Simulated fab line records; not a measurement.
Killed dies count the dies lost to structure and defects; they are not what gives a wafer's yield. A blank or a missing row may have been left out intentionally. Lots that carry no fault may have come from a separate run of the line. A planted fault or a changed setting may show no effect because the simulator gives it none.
fab line records	flow sky130
record: lots: 11	wafers: 33	last-day: 50
route steps=708 shown SONOS_ONO@168 LDD_LDN@296 SD_P@331
lots with no fault: from the same line, run without faults
start-h: the number of hours between the record's first day and the start of the first shown wafer of the lot	wait-h: how many hours have passed since the lot's step before this one	" the same as in the row above	L1.1+2: several wafers, shown together as one row	- no value, or no start given	* or withheld: withheld	< > ~ a bound
route shown NAME@n: a module of which the file shows steps, and the number in the route of the first	usual: mean/standard deviation of fault-free wafers	same: alike in all rows	chamber/n: place in a boat	sites: per-site readings	_std_site: standard deviation of those values	_edge_site: outer sites' mean less inner sites'	radius-mm: for every site, how far away it sits from the centre of the wafer	mask NAME#n: copy n	behind: the tool/chamber that last shaped the wafer	hold: what put the lot on hold/how long, in hours/how the hold closed	device: names the non-switching transistor (n, p or np)	end of line: tests run on the same wafers once the route is complete	a step with no rows: only its recipe	killed: count of dies lost to structure and defects at first sort (not the wafer's yield)	map: the dies of a wafer, with x for killed, . for not killed, _ for no die there
set.NAME: the setting that was run; set.NAME@STEP: the one run at that earlier step	model.NAME: the simulator's own value behind a step, which no gauge read
the route's steps for a sample of lots (tables are steps, rows are wafers)
services: from which hour (start-h, from the record's first day; less than 0 if before it) a tool's chamber was out of use, for how many hours, and why
== steps ==
step: SKY_SONOS_ONO_OXIDATION_00
recipe: temp-c: 800	ambient: O2	idle-temp-c: 700	ramp-up-c-per-min: 10	ramp-down-c-per-min: 3	stabilise-s: 600	purge-s: 300	target-thk-a: 26	ox-time-s: 1249
usual: ramp-down-c-per-min: 2.9999/0.00052	spike-tc-bottom-C: 815/3.9	spike-tc-centre-C: 800.0/1.3	spike-tc-lower-C: 801.3/1.4	spike-tc-upper-C: 799.3/1.5	tube-center-temp-C: 800/0.067	tube_center_temp_C_max: 802.1/0.32
lot.wafer	tool	chamber	start-h	wait-h	ramp-down-c-per-min	spike-tc-bottom-C	spike-tc-centre-C	spike-tc-lower-C	spike-tc-upper-C	tube-center-temp-C	tube_center_temp_C_max
L176.1	furnace-01	0	308.88	3.2	2.9997	818	798.9	802.4	798.3	800.11	802.2
L176.5	"	0	"	"	3.0007	817	799.4	802.4	797.8	800.03	801.6
L176.6	"	0	"	"	2.9997	818	797.8	802.6	799.4	799.94	802.0
L177.2	furnace-01	0	316.05	0.6	2.9999	819	799.3	802.1	798.0	800.05	802.3
L177.3	"	0	"	"	2.9998	819	800.8	803.4	797.0	799.93	801.6
L177.5	"	0	"	"	3.0001	817	799.0	801.7	798.1	800.02	801.7
L180.3	furnace-02	0	341.72	1.6	2.9999	812	801.4	800.3	801.2	800.11	801.7
L180.5	"	0	"	"	2.9987	810	799.1	798.9	801.6	800.05	801.9
L180.6	"	0	"	"	3.0003	811	801.7	801.9	800.9	800.04	802.0
L181.1	furnace-01	0	349.14	0.5	2.9996	818	799.4	803.6	798.9	799.96	801.8
L181.2	"	0	"	"	2.9999	818	799.0	800.8	798.6	800.07	802.5
L181.4	"	0	"	"	3.0001	818	800.3	802.3	798.3	799.95	802.2
L183.1	furnace-01	0	363.15	0.0	3.0004	821	798.8	802.6	797.5	800.04	802.3
L183.2	"	0	"	"	3.0003	818	798.4	801.9	797.6	799.93	802.0
L183.3	"	0	"	"	2.9992	817	800.2	802.5	797.7	800.03	801.6
L184.1	furnace-01	0	373.13	0.7	3.0003	819	800.8	801.7	798.5	800.05	802.2
L184.3	"	0	"	"	2.9995	818	798.2	802.1	798.4	800.02	801.8
L184.6	"	0	"	"	2.9997	818	800.9	803.7	798.4	799.95	801.9
L185.2	furnace-01	0	377.41	0.0	3.0003	826	807.3	808.6	806.0	807.6	810.9
L185.4	"	0	"	"	3.0005	824	804.6	809.5	806.4	807.68	809.3
L185.5	"	0	"	"	3.0001	827	807.0	809.6	806.8	807.6	809.3
L187.3	furnace-01	0	395.26	0.3	2.9994	826	806.9	810.1	805.6	807.6	809.9
L187.4	"	0	"	"	3.0001	824	806.8	810.1	807.5	807.57	809.7
L187.6	"	0	"	"	3.0003	825	805.0	810.0	804.5	807.73	810.2
L188.1	furnace-01	0	408.41	1.1	3.0004	825	809.2	808.6	805.4	807.73	810.4
L188.2	"	0	"	"	2.9998	826	806.6	809.7	807.3	807.65	810.2
L188.5	"	0	"	"	2.9988	824	807.8	809.4	804.4	807.8	810.1
L189.4	furnace-02	0	414.17	0.4	3.0009	813	800.6	800.1	799.5	799.99	801.8
L189.5	"	0	"	"	3.0001	809	801.7	800.9	801.7	799.98	801.6
L189.6	"	0	"	"	3.0004	810	802.7	799.5	801.6	799.94	802.0
L190.1	furnace-02	0	417.01	0.9	3.0000	810	802.9	800.4	800.3	799.93	802.2
L190.3	"	0	"	"	3.0003	811	800.3	799.7	799.6	800.11	801.9
L190.5	"	0	"	"	2.9994	811	799.4	798.7	801.8	800.03	802.1
step: SKY_SONOS_ONO_THK_MEAS_01
recipe: reads: SiO2_of_SONOS_ONO_OXIDATION_00
usual: SONOS_ONO_OXIDATION_THK: 2.61/0.057
lot.wafer	tool	chamber	start-h	wait-h	hold	SONOS_ONO_OXIDATION_THK[nm]
L176.1	film-metro-04	-	310.23	0.0	-	2.62
L176.5	"	-	"	"	-	2.67
L176.6	"	-	"	"	-	2.71
L177.2	film-metro-01	-	317.40	0.0	-	2.68
L177.3	"	-	"	"	-	2.71
L177.5	"	-	"	"	-	2.74
L180.3	film-metro-04	-	343.09	0.0	-	2.59
L180.5	"	-	"	"	-	2.58
L180.6	"	-	"	"	-	2.59
L181.1	film-metro-03	-	350.49	0.0	-	2.62
L181.2	"	-	"	"	-	2.57
L181.4	"	-	"	"	-	2.64
L183.1	film-metro-04	-	364.49	0.0	-	2.53
L183.2	"	-	"	"	-	2.51
L183.3	"	-	"	"	-	2.56
L184.1	film-metro-03	-	374.48	0.0	-	2.56
L184.3	"	-	"	"	-	2.63
L184.6	"	-	"	"	-	2.62
L185.2	film-metro-04	-	378.77	0.0	await-dispo/0.2h/release	2.97
L185.4	"	-	"	"	await-dispo/0.2h/release	2.92
L185.5	"	-	"	"	await-dispo/0.2h/release	2.91
L185.2	film-metro-04	-	378.99	0.2	-	2.98
L185.4	"	-	"	"	-	2.88
L185.5	"	-	"	"	-	2.88
L187.3	film-metro-04	-	396.63	0.0	await-dispo/0.2h/release	2.96
L187.4	"	-	"	"	await-dispo/0.2h/release	2.93
L187.6	"	-	"	"	await-dispo/0.2h/release	2.90
L187.3	film-metro-04	-	396.85	0.2	-	2.92
L187.4	"	-	"	"	-	2.90
L187.6	"	-	"	"	-	2.93
L188.1	film-metro-04	-	409.75	0.0	await-dispo/0.2h/release	2.91
L188.2	"	-	"	"	await-dispo/0.2h/release	2.92
L188.5	"	-	"	"	await-dispo/0.2h/release	2.90
L188.1	film-metro-04	-	410.12	0.4	-	2.86
L188.2	"	-	"	"	-	2.85
L188.5	"	-	"	"	-	2.92
L189.4	film-metro-03	-	415.54	0.0	-	2.63
L189.5	"	-	"	"	-	2.65
L189.6	"	-	"	"	-	2.72
L190.1	film-metro-01	-	418.36	0.0	-	2.61
L190.3	"	-	"	"	-	2.69
L190.5	"	-	"	"	-	2.66
step: SKY_SONOS_ONO_STRIP_17
recipe: chemistry: O2/N2	power-w: 1400	pressure-mtorr: 1500	platen-temp-c: withheld	o2-flow-sccm: 3000	n2-flow-sccm: 300	overash-fraction: 0.5
usual: drypump-motor-current-A: 6.0/0.46	oes-product-au: 0.710/0.0048	strip-time-to-endpoint-s: 14.10/0.045
lot.wafer	tool	chamber	start-h	wait-h	drypump-motor-current-A	oes-product-au	rf-hours-counter-h	strip-time-to-endpoint-s
L176.1	plasma-asher-01	1	340.35	0.0	6.6	0.712	51	14.07
L176.5	"	0	"	"	5.4	0.722	-	14.06
L176.6	"	1	"	"	6.6	0.716	-	14.09
L177.2	plasma-asher-01	0	348.81	0.0	5.4	0.715	52	14.11
L177.3	"	0	"	"	5.4	0.708	-	14.15
L177.5	"	1	"	"	6.6	0.708	-	14.09
L180.3	plasma-asher-04	1	374.20	0.0	6.0	0.707	-	14.08
L180.5	"	0	"	"	5.6	0.717	-	14.12
L180.6	"	1	"	"	6.0	0.720	-	14.15
L181.1	plasma-asher-02	1	380.97	0.0	6.4	0.711	70	14.11
L181.2	"	0	"	"	6.6	0.704	70	14.10
L181.4	"	1	"	"	6.4	0.704	-	14.12
L183.1	plasma-asher-01	0	396.01	0.0	5.4	0.711	57	14.03
L183.2	"	1	"	"	6.6	0.715	57	14.06
L183.3	"	0	"	"	5.4	0.715	-	14.02
L184.1	plasma-asher-02	1	406.62	0.0	6.4	0.710	73	14.14
L184.3	"	1	"	"	6.4	0.707	-	14.05
L184.6	"	0	"	"	6.6	0.705	-	14.07
L185.2	plasma-asher-01	1	410.87	0.0	6.6	0.716	58	14.09
L185.4	"	1	"	"	6.6	0.705	-	14.06
L185.5	"	1	"	"	6.6	0.719	-	14.11
L187.3	plasma-asher-04	1	429.53	0.0	6.0	0.713	-	14.12
L187.4	"	0	"	"	5.6	0.712	-	14.14
L187.6	"	0	"	"	5.5	0.704	-	14.10
L188.1	plasma-asher-01	1	443.90	0.0	6.6	0.706	61	14.09
L188.2	"	0	"	"	5.4	0.715	61	14.10
L188.5	"	1	"	"	6.6	0.712	-	14.08
L189.4	plasma-asher-04	1	448.60	0.0	6.0	0.707	-	14.10
L189.5	"	1	"	"	6.0	0.706	-	14.16
L189.6	"	0	"	"	5.6	0.707	-	14.18
L190.1	plasma-asher-04	0	454.15	0.0	5.6	0.707	35	14.10
L190.3	"	0	"	"	5.6	0.712	-	14.12
L190.5	"	0	"	"	5.6	0.703	-	14.07
step: SKY_LDD_LDN_OVL_MEAS_07
usual: LDD_LDN_OVL: -0.5/1.4
lot.wafer	tool	chamber	start-h	wait-h	LDD_LDN_OVL[nm]
L176.1	overlay-01	-	592.75	0.1	0.9
L176.5	"	-	"	"	0.6
L176.6	"	-	"	"	0.8
L177.2	overlay-01	-	600.81	0.1	-2.8
L177.3	"	-	"	"	-1.8
L177.5	"	-	"	"	-3.3
L180.3	overlay-01	-	626.47	0.1	-0.3
L180.5	"	-	"	"	0.3
L180.6	"	-	"	"	-0.9
L181.1	overlay-02	-	634.85	0.1	-2.2
L181.2	"	-	"	"	-1.3
L181.4	"	-	"	"	-2.3
L183.1	overlay-01	-	649.68	0.1	-1.5
L183.2	"	-	"	"	-1.2
L183.3	"	-	"	"	-1.3
L184.1	overlay-01	-	656.81	0.1	-1.5
L184.3	"	-	"	"	-0.1
L184.6	"	-	"	"	-0.7
L185.2	overlay-01	-	663.72	0.1	-1.0
L185.4	"	-	"	"	-1.5
L185.5	"	-	"	"	-2.4
L187.3	overlay-02	-	678.00	0.1	-1.1
L187.4	"	-	"	"	2.0
L187.6	"	-	"	"	0.8
L188.1	overlay-02	-	691.51	0.1	-1.7
L188.2	"	-	"	"	-1.2
L188.5	"	-	"	"	0.1
L189.4	overlay-02	-	697.80	0.1	1.2
L189.5	"	-	"	"	0.5
L189.6	"	-	"	"	1.4
L190.1	overlay-02	-	700.53	0.1	-0.9
L190.3	"	-	"	"	0.0
L190.5	"	-	"	"	-1.4
step: SKY_SD_P_TW_MEAS_11
usual: SD_P_TW: 2820/15
lot.wafer	tool	chamber	start-h	wait-h	SD_P_TW
L176.1	film-metro-01	-	653.79	0.1	2827
L176.5	"	-	"	"	2854
L176.6	"	-	"	"	2844
L177.2	film-metro-02	-	661.70	0.1	2816
L177.3	"	-	"	"	2814
L177.5	"	-	"	"	2800
L180.3	film-metro-03	-	685.59	0.1	2794
L180.5	"	-	"	"	2804
L180.6	"	-	"	"	2804
L181.1	film-metro-03	-	695.04	0.1	2793
L181.2	"	-	"	"	2812
L181.4	"	-	"	"	2798
L183.1	film-metro-01	-	708.02	0.1	2839
L183.2	"	-	"	"	2847
L183.3	"	-	"	"	2853
L184.1	film-metro-03	-	715.97	0.1	2809
L184.3	"	-	"	"	2803
L184.6	"	-	"	"	2801
L185.2	film-metro-01	-	723.20	0.1	2828
L185.4	"	-	"	"	2842
L185.5	"	-	"	"	2845
L187.3	film-metro-01	-	737.99	0.1	2834
L187.4	"	-	"	"	2836
L187.6	"	-	"	"	2839
L188.1	film-metro-03	-	750.29	0.1	2810
L188.2	"	-	"	"	2809
L188.5	"	-	"	"	2831
L189.4	film-metro-01	-	757.15	0.1	2826
L189.5	"	-	"	"	2816
L189.6	"	-	"	"	2811
L190.1	film-metro-03	-	758.39	0.1	2824
L190.3	"	-	"	"	2819
L190.5	"	-	"	"	2819
== services ==
tool	chamber	start-h	hours	kind
furnace-02	-	289.28	3.6	pm
plasma-asher-04	-	305.14	1.0	repair
plasma-asher-02	-	335.44	14.6	pm
furnace-01	-	339.90	3.9	pm
plasma-asher-01	-	361.38	2.8	pm
furnace-02	-	366.33	3.0	pm
furnace-01	-	417.58	3.4	pm
== key ==
first-sign: step: SKY_SONOS_ONO_OXIDATION_00	reading: tube-center-temp-C	direction: up	sigmas: 96	usual: *	struck: *
effect: step: SKY_SONOS_ONO_OXIDATION_00	reading: tube_center_temp_C_max	direction: up	sigmas: 25	usual: *	struck: *
effect: step: SKY_SONOS_ONO_THK_MEAS_01	reading: visit	direction: added
effect: step: SKY_SONOS_ONO_THK_MEAS_01	reading: SONOS_ONO_OXIDATION_THK	direction: up	sigmas: 5.4	usual: 2.61	struck: 2.92
met-at SKY_SONOS_ONO_OXIDATION_00
struck-lots L185,L187,L188
tester-left-out L185,L187,L188
not-acting-at SKY_SONOS_ONO_STRIP_17,SKY_LDD_LDN_OVL_MEAS_07,SKY_SD_P_TW_MEAS_11
onset-between 373.13 377.41
fault: kind: process-parameter-drift	tool: furnace-01	chamber: -	onset-h: 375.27	steps: SKY_SONOS_ONO_OXIDATION_00	channel: temp-c	offset: *	shape: step	end-h: 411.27	acts-in: *	stated: *
tester-left-out: of these lots the tester's yield and bins aren't shown, on N5 and GAA mostly nor the transistor test; their killed dies are dies lost to structure and defects alone, not to doping, threshold or leakage, so they don't give the yield
